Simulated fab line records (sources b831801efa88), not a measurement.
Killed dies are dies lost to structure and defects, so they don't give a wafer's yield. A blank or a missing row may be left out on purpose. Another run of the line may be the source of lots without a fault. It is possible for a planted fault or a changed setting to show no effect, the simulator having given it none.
Which tool did it?    flow gf180mcu    72 wafers from 24 lots sampled at 6 of the route's 602 steps

## WHAT EACH GAUGE READ, for each wafer
GF_SALICIDE_THK_MEAS_05: measures by xrf. Usual: SALICIDE_TIN_THK typically reads 19.75 nm, with standard deviation 0.24.
lot   measured      on             SALICIDE_TIN_THK (nm)  flag
L074  day 15 03:08  film metro-02  19.41 19.32 19.53      
L075  day 15 07:13  film metro-01  19.96 19.76 19.85      
L076  day 15 17:10  film metro-01  19.54 19.60 19.59      
L077  day 16 01:05  film metro-02  19.75 19.75 19.71      
L078  day 16 12:05  film metro-02  20.25 20.15 20.12      
L079  day 17 03:08  film metro-03  19.94 20.00 20.01      
L080  day 17 09:45  film metro-01  19.79 19.45 19.73      
L081  day 17 20:50  film metro-01  19.28 19.95 19.79      
L082  day 18 02:21  film metro-02  19.46 19.87 19.44      
L083  day 18 08:37  film metro-02  19.58 19.90 19.52      
L084  day 18 23:46  film metro-02  19.45 19.56 19.64      
L085  day 19 16:25  film metro-01  19.80 19.55 19.61      
L086  day 20 04:45  film metro-01  19.82 19.73 19.59      
L087  day 20 08:25  film metro-03  20.08 20.07 20.17      
L088  day 20 12:59  film metro-01  20.09 19.60 19.98      
L089  day 20 23:28  film metro-02  19.40 19.39 19.28      
L090  day 21 03:31  film metro-03  20.02 19.90 19.57      
L091  day 21 15:45  film metro-02  19.99 19.95 19.84      
L092  day 21 20:02  film metro-01  19.83 19.67 19.66      
L093  day 21 20:55  film metro-01  19.75 19.62 19.79      
L094  day 22 05:35  film metro-02  19.39 19.74 19.66      
L095  day 22 10:47  film metro-02  19.62 19.97 19.54      
L096  day 22 21:17  film metro-02  19.93 19.79 19.96      
L097  day 23 02:51  film metro-03  19.99 20.16 20.08      

GF_CONTACT_THK_MEAS_01. Usual: CONTACT_CVD_00_THK typically reads 298.1 nm, with standard deviation 3.
lot   measured      on             CONTACT_CVD_00_THK (nm)  flag
L074  day 15 03:33  film metro-01  300.6 302.5 299.6        
L075  day 15 07:37  film metro-01  302.9 297.8 299.2        
L076  day 15 17:34  film metro-01  298.5 295.8 295.8        
L077  day 16 01:30  film metro-01  298.1 300.2 302.0        
L078  day 16 12:31  film metro-01  297.9 298.1 295.4        
L079  day 17 03:38  film metro-03  298.4 300.9 298.3        
L080  day 17 10:09  film metro-01  296.7 295.5 298.1        
L081  day 17 21:14  film metro-01  296.1 295.8 296.2        
L082  day 18 02:46  film metro-03  298.6 293.1 297.1        
L083  day 18 09:01  film metro-03  296.7 298.0 298.8        
L084  day 19 00:16  film metro-03  288.8 300.1 290.2        
L085  day 19 16:49  film metro-04  299.8 304.4 300.2        
L086  day 20 05:10  film metro-03  305.0 298.6 299.0        
L087  day 20 08:49  film metro-01  300.4 302.4 300.7        
L088  day 20 13:23  film metro-01  296.8 299.8 298.1        
L089  day 20 23:53  film metro-03  301.8 299.5 298.2        
L090  day 21 03:55  film metro-04  295.7 290.9 299.5        
L091  day 21 16:09  film metro-01  297.0 294.8 300.0        
L092  day 21 20:26  film metro-01  302.3 301.1 299.6        
L093  day 21 21:19  film metro-04  298.0 295.4 296.5        
L094  day 22 05:59  film metro-01  301.6 298.1 295.0        
L095  day 22 11:11  film metro-03  295.7 295.3 298.4        
L096  day 22 21:41  film metro-04  300.1 301.9 301.1        
L097  day 23 03:16  film metro-04  300.6 299.9 296.9        

GF_V2_THK_MEAS_01. Usual: V2_CVD_00_THK typically reads 601 nm, with standard deviation 6.3.
lot   measured      on             V2_CVD_00_THK (nm)  flag
L074  day 19 04:16  film metro-03  597 593 603         
L075  day 19 08:56  film metro-01  592 601 594         
L076  day 19 20:20  film metro-04  602 611 607         
L077  day 20 03:38  film metro-03  602 607 602         
L078  day 20 15:25  film metro-03  616 615 617         
L079  day 21 08:43  film metro-03  600 600 597         
L080  day 21 15:40  film metro-03  606 605 604         
L081  day 22 01:52  film metro-04  603 604 608         
L082  day 22 07:43  film metro-03  599 595 605         
L083  day 22 15:19  film metro-01  589 594 600         
L084  day 23 03:47  film metro-04  608 605 598         
L085  day 23 20:15  film metro-03  591 600 598         
L086  day 24 09:05  film metro-01  592 597 592         
L087  day 24 11:54  film metro-04  591 596 601         
L088  day 24 15:02  film metro-01  597 599 603         
L089  day 25 01:07  film metro-03  593 600 603         
L090  day 25 04:23  film metro-03  590 598 592         
L091  day 25 15:14  film metro-03  594 615 602         
L092  day 25 19:43  film metro-03  599 604 596         
L093  day 25 21:34  film metro-01  601 599 590         
L094  day 26 04:56  film metro-03  606 594 597         
L095  day 26 09:15  film metro-04  600 600 595         
L096  day 26 19:01  film metro-04  600 596 611         
L097  day 26 23:27  film metro-01  595 597 594         

GF_V2_CD_MEAS_14 targets a cd of 260 nm. Usual: cd nm at 260.0 nm, with a standard deviation of 1.5.
lot   measured      on         cd nm (nm)         flag
L074  day 20 04:23  cd sem-01  258.8 259.5 259.8  
L075  day 20 09:22  cd sem-01  259.5 260.2 259.8  
L076  day 20 21:29  cd sem-02  259.0 260.8 259.5  
L077  day 21 04:17  cd sem-02  261.5 261.5 261.1  
L078  day 21 15:43  cd sem-01  260.7 260.9 261.6  
L079  day 22 08:38  cd sem-02  260.6 260.5 259.8  
L080  day 22 15:27  cd sem-01  263.1 262.7 263.1  
L081  day 23 01:49  cd sem-01  260.0 260.9 259.9  
L082  day 23 07:10  cd sem-02  259.8 259.0 259.9  
L083  day 23 14:15  cd sem-01  258.6 258.7 259.2  
L084  day 24 02:57  cd sem-02  260.2 258.4 259.4  
L085  day 24 18:39  cd sem-02  259.8 259.8 259.0  
L086  day 25 06:55  cd sem-01  259.6 259.7 260.4  
L087  day 25 10:23  cd sem-02  257.9 256.9 257.0  
L088  day 25 13:13  cd sem-01  261.5 260.4 260.6  
L089  day 25 23:18  cd sem-02  257.8 257.5 258.5  
L090  day 26 02:05  cd sem-02  259.8 260.4 258.9  
L091  day 26 12:26  cd sem-01  259.6 260.2 258.7  
L092  day 26 17:20  cd sem-01  259.7 258.4 258.1  
L093  day 26 19:41  cd sem-02  261.9 262.5 262.0  
L094  day 27 02:11  cd sem-02  260.8 260.7 260.4  
L095  day 27 06:58  cd sem-01  258.3 260.1 259.1  
L096  day 27 15:53  cd sem-02  259.1 258.3 258.2  
L097  day 27 20:02  cd sem-01  261.7 262.6 262.1  

GF_TOP_METAL_OVL_MEAS_15. Usual: TOP_METAL_OVL typically reads -0.7 nm, with standard deviation 1.3.
lot   measured      on          TOP_METAL_OVL (nm)  flag
L074  day 28 00:43  overlay-02  -0.9 0.8 -1.6       
L075  day 28 03:31  overlay-01  -0.5 -0.9 -1.7      
L076  day 28 14:28  overlay-02  0.5 -0.9 -0.9       
L077  day 28 19:40  overlay-02  1.0 0.2 0.7         
L078  day 29 06:07  overlay-01  -1.9 -2.3 -1.0      
L079  day 29 20:50  overlay-01  -3.0 -1.3 -2.4      
L080  day 30 03:01  overlay-02  -0.9 0.3 -0.3       
L081  day 30 07:34  overlay-02  -1.1 -0.7 -1.3      
L082  day 30 14:29  overlay-01  -0.2 -0.1 1.8       
L083  day 30 17:46  overlay-01  1.3 0.3 1.7         
L084  day 31 05:36  overlay-02  0.2 0.2 -0.4        
L085  day 31 16:27  overlay-01  -1.8 -1.5 -2.5      
L086  day 32 05:04  overlay-01  -0.6 -0.7 0.1       
L087  day 32 07:04  overlay-01  -0.5 -0.1 -0.5      
L088  day 32 08:17  overlay-01  -3.4 -3.1 -1.7      
L089  day 32 16:58  overlay-01  -1.4 -0.1 -1.9      
L090  day 32 19:00  overlay-02  0.3 -1.3 -0.4       
L091  day 33 03:08  overlay-02  -1.5 -1.1 -0.7      
L092  day 33 06:46  overlay-02  -3.7 -2.7 -2.7      
L093  day 33 08:25  overlay-01  -1.6 0.6 -2.3       
L094  day 33 14:00  overlay-02  0.6 -0.5 0.1        
L095  day 33 17:38  overlay-01  -1.7 -0.7 -1.2      
L096  day 34 00:19  overlay-02  -1.1 -1.2 -0.4      
L097  day 34 04:16  overlay-02  0.2 0.3 1.2         

## WHAT TOOL EACH LOT RAN ON (gives the tool, then ch and the chambers of the sampled wafers, and finally the start)
lot   GF_M3_SPUTTER_01
L074  pvd sputter-04, day 20 06:02
L075  pvd sputter-02, day 20 10:58
L076  pvd sputter-02, day 20 23:10
L077  pvd sputter-02, day 21 05:52
L078  pvd sputter-02, day 21 17:19
L079  pvd sputter-01, day 22 10:12
L080  pvd sputter-04, day 22 17:00
L081  pvd sputter-02, day 23 03:27
L082  pvd sputter-04, day 23 08:47
L083  pvd sputter-02, day 23 15:57
L084  pvd sputter-04, day 24 04:43
L085  pvd sputter-02, day 24 20:16
L086  pvd sputter-02, day 25 08:28
L087  pvd sputter-04, day 25 11:59
L088  pvd sputter-02, day 25 14:50
L089  pvd sputter-02, day 26 00:56
L090  pvd sputter-02, day 26 03:42
L091  pvd sputter-01, day 26 14:17
L092  pvd sputter-04, day 26 18:59
L093  pvd sputter-02, day 26 21:17
L094  pvd sputter-02, day 27 03:52
L095  pvd sputter-04, day 27 08:33
L096  pvd sputter-01, day 27 17:28
L097  pvd sputter-01, day 27 21:37
- GF_M3_SPUTTER_01: material TiN, target thk 30 nm, time 25 s.

## WHAT THE TOOLS THEMSELVES READ (means of the sampled wafers that have a number; where no wafer has one, the mark that the record gives instead)
GF_M3_SPUTTER_01. Usual: throttle valve pct at 30.2 %, with a standard deviation of 1.2.
lot   tool            throttle valve pct (%)  flag
L074  pvd sputter-04  30.2                    
L075  pvd sputter-02  31.1                    
L076  pvd sputter-02  29.4                    
L077  pvd sputter-02  29.4                    
L078  pvd sputter-02  30.2                    
L079  pvd sputter-01  30.1                    
L080  pvd sputter-04  30.3                    
L081  pvd sputter-02  31.3                    
L082  pvd sputter-04  30.3                    
L083  pvd sputter-02  31.0                    
L084  pvd sputter-04  30.1                    
L085  pvd sputter-02  30.0                    
L086  pvd sputter-02  30.2                    
L087  pvd sputter-04  29.7                    
L088  pvd sputter-02  31.4                    
L089  pvd sputter-02  29.8                    
L090  pvd sputter-02  30.5                    
L091  pvd sputter-01  30.4                    
L092  pvd sputter-04  29.7                    
L093  pvd sputter-02  30.9                    
L094  pvd sputter-02  29.8                    
L095  pvd sputter-04  30.6                    
L096  pvd sputter-01  29.0                    
L097  pvd sputter-01  30.3                    

## THE ANSWER, worked out from the rows above alone
Rule: lot off if the mean of its wafers having a number is beyond 3 standard deviations from the usual mean. Also off: a lot with no number at a reading for which 4 or more lots have one. Any other lot the step has rows for is counted as sound. After the gauges, taken in route order, come the tools' own readings; for these a lot's mean is taken, as printed above. At the first step where some lot is off, the reading lying furthest off is the one used; lots without a number count as furthest.
None of the lots is off at any reading shown; this tells nothing.

## WHAT THE SIMULATOR HAD PUT IN
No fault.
